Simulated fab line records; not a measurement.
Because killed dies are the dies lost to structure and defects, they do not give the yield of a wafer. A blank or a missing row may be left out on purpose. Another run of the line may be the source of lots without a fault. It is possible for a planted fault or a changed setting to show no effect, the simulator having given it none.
fab line records	flow sky130
[record] lots = 6	wafers = 18	lastDay = 49
route steps=708 shown NWELL@82 PWDE@84 VT_ADJUST_HVTP@85 VT_ADJUST_LVTN@97 PAD_OPEN@708
lots that met no fault: from a run of the same line without faults
startH: hours from the record's opening day to when the first of the lot's shown wafers began	waitH: how many hours have passed since the lot's step before this one	" the same as in the row above	L1.1+2: several wafers, shown together as one row	- value missing, or start not given	* or withheld: withheld	< > ~ a bound
route shown NAME@n: names a module that has steps shown in the file, with the first one's number in the route	usual: average and standard deviation across the fault-free wafers	same: alike in all rows	chamber/n: place in a boat	sites: per-site readings	_std_site: the values' standard deviation	_edge_site: outer sites' mean less inner sites'	radiusMm: for every site, how far away it sits from the centre of the wafer	mask NAME#n: copy n	behind: the most recent tool/chamber to have shaped the wafer	hold: the reason the lot was held/the length of the hold in hours/how it ended	device: which transistor (n, p or np) failed to switch	end of line: the same wafers' tests at the end of the route	a step given without rows: its recipe and nothing more	killed: at the first sort, the dies lost to defects and structure; wafer yield is something else	map: the dies of a wafer, with x for killed, . for not killed, _ for no die there
set.NAME: the setting the step ran with; set.NAME@STEP: the setting that earlier step ran with	model.NAME: the simulator's own value behind a step, which no gauge read
lots seen at some steps along the route; tables by step, rows by wafer
services: when a tool's chamber went out of use (startH, in hours from the record's first day, below 0 if earlier), for how many hours, and the reason
[[steps]]
[step SKY_NWELL_RS_MEAS_29]
[recipe] thkMeasGauge = four-point-probe
[usual] NWELL_RS = 625.5/1.7
lot.wafer	tool	chamber	startH	waitH	NWELL_RS[ohm/sq]
L948.1	filmMetro-02	-	124.03	0.1	625.0
L948.3	"	-	"	"	626.9
L948.4	"	-	"	"	626.6
L955.1	filmMetro-02	-	164.05	0.1	627.8
L955.2	"	-	"	"	625.7
L955.6	"	-	"	"	624.2
L956.1	filmMetro-04	-	169.35	0.1	624.9
L956.4	"	-	"	"	625.2
L956.6	"	-	"	"	626.7
L958.1	filmMetro-02	-	181.28	0.1	628.7
L958.3	"	-	"	"	625.1
L958.6	"	-	"	"	627.3
L964.2	filmMetro-01	-	218.92	0.1	625.0
L964.4	"	-	"	"	623.5
L964.5	"	-	"	"	624.2
L965.1	filmMetro-02	-	222.01	0.1	625.2
L965.4	"	-	"	"	625.4
L965.6	"	-	"	"	623.4
[step SKY_NWELL_RS_MEAS_31]
[recipe] thkMeasGauge = four-point-probe
[usual] PWDE_RS = 5275/22
lot.wafer	tool	chamber	startH	waitH	PWDE_RS[ohm/sq]
L948.1	filmMetro-02	-	124.27	0.1	5276
L948.3	"	-	"	"	5278
L948.4	"	-	"	"	5274
L955.1	filmMetro-02	-	164.29	0.1	5284
L955.2	"	-	"	"	5273
L955.6	"	-	"	"	5255
L956.1	filmMetro-04	-	169.59	0.1	5235
L956.4	"	-	"	"	5227
L956.6	"	-	"	"	5244
L958.1	filmMetro-02	-	181.52	0.1	5305
L958.3	"	-	"	"	5296
L958.6	"	-	"	"	5301
L964.2	filmMetro-01	-	219.16	0.1	5253
L964.4	"	-	"	"	5270
L964.5	"	-	"	"	5261
L965.1	filmMetro-02	-	222.25	0.1	5253
L965.4	"	-	"	"	5248
L965.6	"	-	"	"	5259
[step SKY_VT_ADJUST_HVTP_DEHYDRATE_00]
[recipe] tempC = 200	timeS = 60
[step SKY_VT_ADJUST_HVTP_HMDS_01]
[recipe] primeTimeS = 60	primeTempC = 120
[step SKY_VT_ADJUST_HVTP_COAT_02]
[recipe] resist = NOVOLAK	spinRpm = 3000	resistThkNm = 1140
[step SKY_VT_ADJUST_HVTP_SOFTBAKE_03]
[recipe] tempC = 90	timeS = 60	resist = NOVOLAK
[step SKY_VT_ADJUST_HVTP_EXPOSE_04]
[recipe] maskId = HVTPM	na = 0.6	sourceShape = conventional	sigmaOuter = 0.6	polarization = unpolarized	targetCdNm = 380	doseMj = 140
[step SKY_VT_ADJUST_HVTP_PEB_05]
[recipe] tempC = withheld	timeS = *	resist = NOVOLAK
[step SKY_VT_ADJUST_HVTP_DEVELOP_06]
[recipe] resist = NOVOLAK	developer = TMAH	developTimeS = 60	devTempC = 23
[step SKY_VT_ADJUST_HVTP_CD_MEAS_07]
[recipe] targetCdNm = 380
[usual] cdNm = 380.8/2.2
lot.wafer	tool	chamber	startH	waitH	cdNm
L948.1	cdSem-01	-	142.31	0.1	379.5
L948.3	"	-	"	"	380.4
L948.4	"	-	"	"	384.9
L955.1	cdSem-02	-	184.71	0.1	379.8
L955.2	"	-	"	"	382.1
L955.6	"	-	"	"	382.8
L956.1	cdSem-01	-	191.06	0.1	378.3
L956.4	"	-	"	"	379.5
L956.6	"	-	"	"	380.1
L958.1	cdSem-02	-	203.06	0.1	383.2
L958.3	"	-	"	"	382.9
L958.6	"	-	"	"	382.7
L964.2	cdSem-01	-	242.38	0.1	378.8
L964.4	"	-	"	"	379.1
L964.5	"	-	"	"	377.8
L965.1	cdSem-02	-	245.76	0.1	383.5
L965.4	"	-	"	"	384.5
L965.6	"	-	"	"	383.2
[step SKY_VT_ADJUST_HVTP_OVL_MEAS_08]
[usual] VT_ADJUST_HVTP_OVL = -0.4/1.7
lot.wafer	tool	chamber	startH	waitH	VT_ADJUST_HVTP_OVL[nm]
L948.1	overlay-01	-	142.43	0.1	-1.9
L948.3	"	-	"	"	-0.5
L948.4	"	-	"	"	-0.1
L955.1	overlay-01	-	184.83	0.1	1.0
L955.2	"	-	"	"	0.8
L955.6	"	-	"	"	0.6
L956.1	overlay-01	-	191.18	0.1	0.9
L956.4	"	-	"	"	-0.6
L956.6	"	-	"	"	-1.0
L958.1	overlay-01	-	203.18	0.1	1.5
L958.3	"	-	"	"	-0.8
L958.6	"	-	"	"	-0.3
L964.2	overlay-01	-	242.48	0.1	-1.4
L964.4	"	-	"	"	-0.6
L964.5	"	-	"	"	-0.5
L965.1	overlay-02	-	245.88	0.1	0.6
L965.4	"	-	"	"	0.9
L965.6	"	-	"	"	-1.1
[step SKY_VT_ADJUST_HVTP_IMPLANT_09]
[recipe] species = As	energyKev = 150	doseCm2 = 4.3e+12	tiltDeg = withheld
[usual] doseIonsCm2 = 4.3e+12/4.3e+09	faradayCurrentUA = 24.3/0.45
lot.wafer	tool	chamber	startH	waitH	doseIonsCm2	faradayCurrentUA
L948.1	implanter-04	0	142.46	0.0	4.306e+12	24.7
L948.3	"	0	"	"	4.293e+12	23.8
L948.4	"	0	"	"	4.296e+12	24.7
L955.1	implanter-01	0	184.87	0.0	4.301e+12	24.2
L955.2	"	0	"	"	4.299e+12	24.5
L955.6	"	0	"	"	4.304e+12	24.1
L956.1	implanter-04	0	191.22	0.0	4.302e+12	24.6
L956.4	"	0	"	"	4.295e+12	23.5
L956.6	"	0	"	"	4.305e+12	23.8
L958.1	implanter-03	0	203.21	0.0	4.303e+12	23.4
L958.3	"	0	"	"	4.302e+12	25.1
L958.6	"	0	"	"	4.299e+12	24.3
L964.2	implanter-03	0	242.54	0.0	4.882e+12	27.4
L964.4	"	0	"	"	4.879e+12	27.2
L964.5	"	0	"	"	4.884e+12	28.4
L965.1	implanter-03	0	245.91	0.0	4.88e+12	28.3
L965.4	"	0	"	"	4.874e+12	26.7
L965.6	"	0	"	"	4.88e+12	27.6
[step SKY_VT_ADJUST_HVTP_STRIP_10]
[recipe] chemistry = O2/N2	powerW = 1400	pressureMtorr = 1500	platenTempC = withheld	o2FlowSccm = 3000	n2FlowSccm = 300	overashFraction = 0.5
[usual] drypumpMotorCurrentA = 5.5/0.46	oesProductAu = 0.716/0.0045	stripTimeToEndpointS = 14.18/0.034
lot.wafer	tool	chamber	startH	waitH	drypumpMotorCurrentA	oesProductAu	rfHoursCounterH	stripTimeToEndpointS
L948.1	plasmaAsher-01	1	142.61	0.1	5.6	0.717	2	14.19
L948.3	"	1	"	"	5.6	0.720	-	14.14
L948.4	"	0	"	"	5.7	0.721	-	14.14
L955.1	plasmaAsher-04	0	185.02	0.1	6.2	0.715	37	14.17
L955.2	"	1	"	"	4.8	0.712	37	14.20
L955.6	"	1	"	"	4.8	0.715	-	14.22
L956.1	plasmaAsher-04	0	191.37	0.1	6.2	0.707	38	14.15
L956.4	"	0	"	"	6.2	0.719	-	14.16
L956.6	"	0	"	"	6.2	0.712	-	14.17
L958.1	plasmaAsher-01	0	203.36	0.1	5.7	0.713	8	14.16
L958.3	"	0	"	"	5.7	0.711	-	14.22
L958.6	"	0	"	"	5.7	0.722	-	14.19
L964.2	plasmaAsher-03	1	242.66	0.1	5.7	0.718	56	14.22
L964.4	"	1	"	"	5.7	0.719	-	14.24
L964.5	"	1	"	"	5.7	0.720	-	14.23
L965.1	plasmaAsher-01	0	246.06	0.1	5.7	0.717	13	14.15
L965.4	"	1	"	"	5.6	0.717	-	14.19
L965.6	"	1	"	"	5.6	0.706	-	14.14
[step SKY_VT_ADJUST_HVTP_TW_MEAS_11]
[usual] VT_ADJUST_HVTP_TW = 1359/12
lot.wafer	tool	chamber	startH	waitH	VT_ADJUST_HVTP_TW
L948.1	filmMetro-01	-	142.71	0.1	1373
L948.3	"	-	"	"	1373
L948.4	"	-	"	"	1376
L955.1	filmMetro-01	-	185.12	0.1	1364
L955.2	"	-	"	"	1364
L955.6	"	-	"	"	1359
L956.1	filmMetro-02	-	191.47	0.1	1367
L956.4	"	-	"	"	1372
L956.6	"	-	"	"	1363
L958.1	filmMetro-01	-	203.46	0.1	1356
L958.3	"	-	"	"	1359
L958.6	"	-	"	"	1365
L964.2	filmMetro-03	-	242.77	0.1	1395
L964.4	"	-	"	"	1395
L964.5	"	-	"	"	1392
L965.1	filmMetro-02	-	246.16	0.1	1425
L965.4	"	-	"	"	1419
L965.6	"	-	"	"	1412
[step SKY_VT_ADJUST_LVTN_DEHYDRATE_00]
[recipe] tempC = 200	timeS = 60
[step SKY_PAD_OPEN_PROBE_99]
[usual] killed_at_M0_to_M3 = 43/7.2	killed_at_M4_up = 3.0/2	killedAtContacts = 24/5.5	killedAtFrontEnd = 15/4.2	killedAtOther = 0.3/0.51	killedDies = 85/10	killedOpen = 46/7.3	killedShort = 38/6.4
[same] grossDies = 492	killedAtBackSide = 0
lot.wafer	tool	chamber	startH	waitH	killed_at_M0_to_M3	killed_at_M4_up	killedAtContacts	killedAtFrontEnd	killedAtOther	killedDies	killedOpen	killedShort	model.etest.tipP.rsOhmSq	model.etest.pfet_01v8.rOnOhmUm	model.etest.pfet_01v8.driveUaUm	model.etest.pfet_01v8_mvt.driveUaUm	model.etest.pfet_01v8_hvt.driveUaUm	model.etest.sramPfetLatch.driveUaUm	model.etest.pfet_01v8.offLog10AUm	model.etest.pfet_01v8_mvt.offLog10AUm
L948.1	prober-01	-	1104.60	0.1	33	1	25	17	0	76	45	31	6882	2950	189.5	149.1	138.8	144.2	-9.959	-10.69
L948.3	prober-01	-	1104.70	0.2	49	0	28	21	0	98	49	49	6842	2952	188.7	149.6	141.3	145.2	-9.831	-10.57
L948.4	prober-01	-	1104.75	0.2	36	5	24	8	0	73	43	30	6866	3002	185.9	146.9	139.4	140.8	-9.923	-10.75
L955.1	prober-01	-	1142.13	0.1	40	4	32	15	3	94	53	41	6884	3034	182.6	148.1	135.2	132.5	-10.19	-10.86
L955.2	prober-01	-	1142.18	0.1	44	3	33	14	0	94	51	43	6882	3014	183.7	146.5	136.7	134.3	-10.1	-10.88
L955.6	prober-01	-	1142.38	0.2	57	6	29	8	1	101	52	49	6929	3035	182	146.9	134.7	131.4	-10.25	-10.97
L956.1	prober-02	-	1143.82	0.1	41	2	26	9	0	78	42	36	6854	2979	187.8	150	139.5	132.4	-9.871	-10.59
L956.4	prober-02	-	1143.97	0.2	32	3	18	11	0	64	29	35	6842	2933	189.7	153	140.6	144.8	-9.645	-10.55
L956.6	prober-02	-	1144.07	0.2	33	6	29	16	0	84	42	42	6910	2905	193.6	153.6	144	147.2	-9.67	-10.51
L958.1	prober-02	-	1156.55	0.1	42	3	36	15	1	97	49	48	6976	3008	182.5	143.5	135.8	130.5	-10.47	-11.4
L958.3	prober-02	-	1156.65	0.2	36	3	27	14	0	80	48	32	7031	2967	184.6	147.8	137.5	132.1	-10.31	-11.39
L958.6	prober-02	-	1156.80	0.2	50	0	23	18	0	91	49	42	7024	2925	189.2	147.1	140	133.8	-10.04	-11.22
L964.2	prober-02	-	1184.77	0.1	43	2	16	13	0	74	37	37	7322	3077	172.8	131.9	128.1	127.8	-11.29	-12.3
L964.4	prober-02	-	1184.87	0.2	50	2	30	12	0	94	49	45	7366	3109	172.2	133.1	130.8	127.2	-11.29	-12.34
L964.5	prober-02	-	1184.92	0.2	37	7	22	12	0	78	38	40	7376	3117	169.9	131.9	127.4	130.6	-11.37	-12.26
L965.1	prober-01	-	1187.18	0.1	38	3	27	17	0	85	44	41	7449	3156	167.3	129.5	126.5	124.8	-11.8	-12.58
L965.4	prober-01	-	1187.33	0.2	34	3	19	12	1	69	40	29	7422	3163	168.4	128.7	125.9	127.9	-11.89	-12.54
L965.6	prober-01	-	1187.43	0.2	43	2	20	15	0	80	44	36	7460	3085	173.1	133.9	130.7	131.9	-11.43	-12.45
// killed by level:class
L948.1 CONTACT:geometricParticle:open=11 LI_CONTACT:geometricParticle:open=7 VIA1:geometricParticle:open=6 VIA2:geometricParticle:open=5 METAL3:geometricParticle:short=5 POLY_GATE:geometricParticle:open=4 POLY_GATE:geometricParticle:short=4 VIA2:geometricParticle:short=4
L948.3 LI_CONTACT:geometricParticle:open=11 METAL1:geometricParticle:short=9 VIA3:geometricParticle:open=9 CONTACT:geometricParticle:open=8 VIA1:geometricParticle:short=7 POLY_GATE:geometricParticle:short=5 SPACER:geometricParticle:open=5 CONTACT:geometricParticle:short=4
L948.4 CONTACT:geometricParticle:open=10 VIA1:geometricParticle:open=9 LI_CONTACT:geometricParticle:open=7 VIA3:geometricParticle:open=7 VIA1:geometricParticle:short=5 POLY_GATE:geometricParticle:short=4 METAL2:geometricParticle:short=4 LOCAL_INTERCONNECT:geometricParticle:short=3
L955.1 CONTACT:geometricParticle:open=14 VIA2:geometricParticle:open=12 VIA1:geometricParticle:open=9 LOCAL_INTERCONNECT:geometricParticle:short=6 VIA1:geometricParticle:short=6 CONTACT:geometricParticle:short=5 POLY_GATE:geometricParticle:open=4 LI_CONTACT:geometricParticle:open=4
L955.2 CONTACT:geometricParticle:open=15 VIA1:geometricParticle:open=12 LOCAL_INTERCONNECT:geometricParticle:short=8 METAL2:geometricParticle:short=7 VIA2:geometricParticle:open=7 POLY_GATE:geometricParticle:short=5 VIA2:geometricParticle:short=5 POLY_GATE:geometricParticle:open=4
L955.6 VIA1:geometricParticle:open=10 VIA2:geometricParticle:open=10 METAL2:geometricParticle:short=9 LI_CONTACT:geometricParticle:open=8 CONTACT:geometricParticle:open=8 CONTACT:geometricParticle:short=7 LOCAL_INTERCONNECT:geometricParticle:short=5 METAL1:geometricParticle:short=5
L956.1 CONTACT:geometricParticle:open=13 METAL1:geometricParticle:short=9 VIA1:geometricParticle:open=6 LI_CONTACT:geometricParticle:open=5 LOCAL_INTERCONNECT:geometricParticle:short=5 METAL2:geometricParticle:short=5 VIA2:geometricParticle:short=5 VIA2:geometricParticle:open=5
L956.4 VIA1:geometricParticle:open=9 CONTACT:geometricParticle:open=8 FIELD_ISO:geometricParticle:short=6 METAL2:geometricParticle:short=6 CONTACT:geometricParticle:short=5 METAL3:geometricParticle:short=4 LI_CONTACT:geometricParticle:open=3 METAL1:geometricParticle:short=3
L956.6 CONTACT:geometricParticle:open=10 VIA1:geometricParticle:open=8 LI_CONTACT:geometricParticle:open=7 CONTACT:geometricParticle:short=6 METAL2:geometricParticle:short=6 VIA1:geometricParticle:short=5 POLY_GATE:geometricParticle:open=4 LOCAL_INTERCONNECT:geometricParticle:short=4
L958.1 CONTACT:geometricParticle:open=12 LI_CONTACT:geometricParticle:open=9 CONTACT:geometricParticle:short=9 VIA3:geometricParticle:open=8 METAL1:geometricParticle:short=7 VIA1:geometricParticle:open=7 LOCAL_INTERCONNECT:geometricParticle:short=6 METAL2:geometricParticle:short=6
L958.3 VIA1:geometricParticle:open=14 CONTACT:geometricParticle:open=11 LI_CONTACT:geometricParticle:open=6 FIELD_ISO:geometricParticle:open=5 METAL2:geometricParticle:short=5 POLY_GATE:geometricParticle:short=5 CONTACT:geometricParticle:short=4 LI_CONTACT:geometricParticle:short=3
L958.6 CONTACT:geometricParticle:open=10 VIA1:geometricParticle:open=9 FIELD_ISO:geometricParticle:open=8 VIA2:geometricParticle:open=8 VIA1:geometricParticle:short=7 METAL3:geometricParticle:short=5 METAL1:geometricParticle:short=5 LI_CONTACT:geometricParticle:open=4
L964.2 VIA1:geometricParticle:open=10 VIA3:geometricParticle:open=8 LOCAL_INTERCONNECT:geometricParticle:short=5 METAL2:geometricParticle:short=5 FIELD_ISO:geometricParticle:open=4 CONTACT:geometricParticle:short=4 CONTACT:geometricParticle:open=4 VIA1:geometricParticle:short=4
L964.4 VIA1:geometricParticle:open=12 CONTACT:geometricParticle:open=9 VIA1:geometricParticle:short=9 VIA3:geometricParticle:open=9 LI_CONTACT:geometricParticle:open=8 METAL2:geometricParticle:short=7 POLY_GATE:geometricParticle:short=5 POLY_GATE:geometricParticle:open=5
L964.5 VIA1:geometricParticle:open=10 CONTACT:geometricParticle:open=9 VIA2:geometricParticle:open=7 CONTACT:geometricParticle:short=7 METAL1:geometricParticle:short=7 METAL4:geometricParticle:short=5 VIA1:geometricParticle:short=4 POLY_GATE:geometricParticle:open=4
L965.1 CONTACT:geometricParticle:open=11 VIA1:geometricParticle:open=9 VIA3:geometricParticle:open=7 POLY_GATE:geometricParticle:open=6 POLY_GATE:geometricParticle:short=5 CONTACT:geometricParticle:short=5 VIA3:geometricParticle:short=5 METAL2:geometricParticle:short=5
L965.4 VIA1:geometricParticle:open=7 VIA3:geometricParticle:open=7 METAL2:geometricParticle:short=6 LI_CONTACT:geometricParticle:open=5 LOCAL_INTERCONNECT:geometricParticle:short=5 CONTACT:geometricParticle:open=5 VIA2:geometricParticle:open=4 FIELD_ISO:geometricParticle:open=3
L965.6 VIA3:geometricParticle:open=8 CONTACT:geometricParticle:open=6 CONTACT:geometricParticle:short=6 METAL1:geometricParticle:short=6 METAL2:geometricParticle:short=6 VIA2:geometricParticle:open=6 POLY_GATE:geometricParticle:open=5 LI_CONTACT:geometricParticle:open=5
[[services]]
tool	chamber	startH	hours	kind
implanter-03	-	129.05	2.7	repair
implanter-01	-	137.57	5.0	repair
implanter-03	-	168.81	16.5	pm
implanter-04	-	184.35	4.5	pm
implanter-03	-	197.58	4.2	pm
implanter-04	-	201.16	3.9	repair
plasmaAsher-03	-	217.29	0.4	repair
plasmaAsher-03	-	221.42	2.7	pm
plasmaAsher-04	-	229.96	6.4	pm
implanter-03	-	232.62	1.0	repair
plasmaAsher-01	-	237.25	0.3	repair
plasmaAsher-04	-	242.20	0.6	repair
implanter-03	-	243.02	2.5	repair
[[key]]
[firstSign] step = SKY_VT_ADJUST_HVTP_IMPLANT_09	reading = doseIonsCm2	direction = up	sigmas = 99+	usual = *	struck = *
[effect] step = SKY_VT_ADJUST_HVTP_IMPLANT_09	reading = faradayCurrentUA	direction = up	sigmas = 7.4	usual = 24.3	struck = 27.6
[effect] step = SKY_VT_ADJUST_HVTP_TW_MEAS_11	reading = VT_ADJUST_HVTP_TW	direction = up	sigmas = 4	usual = 1359	struck = 1406
[modelEffect] step = SKY_PAD_OPEN_PROBE_99	value = etest.tipP.rsOhmSq	without = 7019	struck = 7399
metAt SKY_VT_ADJUST_HVTP_IMPLANT_09
struckWafers L964.2,L964.4,L964.5,L965.1,L965.4,L965.6
testerLeftOut L964,L965
onsetBetween 203.21 242.54
[fault] kind = processParameterDrift	tool = implanter-03	chamber = -	onsetH = 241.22	steps = SKY_VT_ADJUST_HVTP_IMPLANT_09	channel = doseCm2	offset = *	shape = step	endH = 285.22	actsIn = *	stated = *
// testerLeftOut: of these lots the tester's yield and bins aren't shown, on N5 and GAA mostly nor the transistor test; their killed dies are dies lost to structure and defects alone, not to doping, threshold or leakage, so they don't give the yield
